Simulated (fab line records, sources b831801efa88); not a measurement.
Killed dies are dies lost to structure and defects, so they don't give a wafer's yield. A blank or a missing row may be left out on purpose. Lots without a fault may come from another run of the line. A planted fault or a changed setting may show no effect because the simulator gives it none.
Chamber matching | flow gf180mcu | GF_HV_LDD_ETCHBACK_58 on rie_diel-01: 3 sister chambers
The step etches Si3N4 in CH3F/O2, stops on SiO2, time 100 s, target depth 90 nm. 3 wafers are shown with their chamber, then 4 later ones without.

WAFERS WITH THEIR CHAMBER
wafer  | chamber | oes_product_au (a.u.)
L707.5 | 3       | 0.840
L709.3 | 1       | 0.852
L709.5 | 0       | 0.839

WAFERS WITHOUT THEIR CHAMBER
wafer  | oes_product_au (a.u.)
L709.6 | 0.843
L715.2 | 0.843
L715.3 | 0.840
L719.4 | 0.844

WHICH CHAMBER EACH WENT THROUGH
wafer  | from the rows above          | in truth
L709.6 | can't be placed: 3 or 0      | 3
L715.2 | can't be placed: 3 or 0      | 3
L715.3 | can't be placed: 3 or 0      | 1
L719.4 | can't be placed: 3 or 0 or 1 | 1
Placed correctly: 0 of 4. Can't be placed from these rows: 4 (the true chamber is among the candidates in 3). Placed wrongly: 0.
How it was worked out, from the rows above alone: a wafer's distance from a chamber is the root of the sum, over the readings, of the square of ((its reading less the chamber's mean) divided by the reading's scatter). The wafer belongs to the nearest chamber; if the next one is less than 2 further off, it can't be placed. A chamber's mean is the mean of its shown wafers. The scatter: with one shown wafer a chamber, the root of the mean of the squares of how far each hidden wafer lies from its nearest shown one.
